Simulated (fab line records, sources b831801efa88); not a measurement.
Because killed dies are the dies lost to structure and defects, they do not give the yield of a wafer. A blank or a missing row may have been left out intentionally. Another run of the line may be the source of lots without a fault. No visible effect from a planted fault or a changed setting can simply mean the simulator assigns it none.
A struck lot beside a sound one ; flow gf180mcu ; 16 out of 602 route steps
Sound: the wafers L840.1, L840.5, L840.6. Wafers L850.2, L850.3, L850.4 were the ones struck. The cause is given at the end.
For every step that has rows: the tool of each side, followed by ch and its chambers, followed by its first start. Under that, the readings that differ: sound wafers ; struck wafers ; difference of the means ; sigmas: that difference in standard deviations of wafers without a fault.
alike: words and numbers the same on both sides, and readings whose means are apart by under 2 such deviations; not compared: readings that were withheld, readings missing a value for some wafer, numbers with overlapping values and no deviation given by the record, and bounds like >300 which may hide the same value.
A row with sigmas, a row that says differs or no value, or rows on one side alone: a step with any of these is where the two part. Non-overlapping numbers with no deviation appear without sigmas and do not part them. A reading that every wafer of one side lacks parts them only if that side has two wafers or more.

GF_POLY_GATE_THK_MEAS_01:
  sound on film metro-04, day 11 08:20; struck on film metro-03, day 14 08:50
  alike: POLY_GATE_CVD_00_THK
then, 8 steps without rows for these wafers: GF_POLY_GATE_DEHYDRATE_02 (time 60 s); GF_POLY_GATE_HMDS_03 (prime time 60 s); GF_POLY_GATE_COAT_04; GF_POLY_GATE_COAT_05 (resist thk 700 nm); GF_POLY_GATE_SOFTBAKE_06 (time 60 s); GF_POLY_GATE_EXPOSE_07 (exposes mask Poly2, target cd 280 nm); GF_POLY_GATE_PEB_08 (peb time 90 s); GF_POLY_GATE_DEVELOP_09 (develop time 60 s).
GF_POLY_GATE_CD_MEAS_10: the cd target is 280 nm.
  sound on cd sem-01, day 12 02:10; struck on cd sem-01, day 15 06:20
  alike: cd nm
GF_POLY_GATE_OVL_MEAS_11:
  sound on overlay-02, day 12 02:17; struck on overlay-02, day 15 06:26
  alike: POLY_GATE_OVL
GF_POLY_GATE_ETCH_12: etches BARC in N2/H2.
  sound on rie diel-03 ch 0,3, day 12 02:19; struck on rie diel-02 ch 0,2,3, day 15 06:28
  alike: bias w, chamber pressure mTorr, drypump motor current A, oes product au, throttle valve pct
GF_POLY_GATE_ETCH_13: etches poly-Si in HBr/Cl2, stops on SiO2, target depth 198.5 nm, time 69.6 s.
  sound on rie si-01 ch 0,2,3, day 12 02:22; struck on rie si-02 ch 0,1,2, day 15 06:31
  no value came back on the struck wafers for any of 6 readings (HBr_flow_sccm (sccm), bias w (W) and others); on the sound wafers HBr_flow_sccm (sccm) reads 149.2 149.4 149.2
  not compared: rf hours counter h
GF_POLY_GATE_STRIP_14: strips in O2/N2.
  sound on plasma asher-02 ch 0,1, day 12 02:26; struck on plasma asher-04 ch 0,1, day 15 06:35
reading;sound;struck;difference;sigmas
oes product au (a.u.);0.502 0.509 0.505;0.541 0.546 0.537;+0.036;+8
  alike: drypump motor current A, heater power w
  not compared: rf hours counter h
then, 1 step without rows for these wafers: GF_POLY_GATE_CLEAN_15 (cleans in SC1/SC2, time 150 s).
-- a jump in the record: the struck wafers' starts before and after are 19 days apart (it breaks off in module POLY_GATE and resumes in module PASSIVATION, where the first step shown is number 602 of the route) --
GF_PASSIVATION_PROBE_99:
  the record has rows for the struck wafers here (prober-02, day 34 13:13) and none for the sound ones

## WHERE THEY PART
At GF_POLY_GATE_ETCH_13 first; at GF_PASSIVATION_PROBE_99 last (within this record only).

WHY: whatever the simulator had introduced
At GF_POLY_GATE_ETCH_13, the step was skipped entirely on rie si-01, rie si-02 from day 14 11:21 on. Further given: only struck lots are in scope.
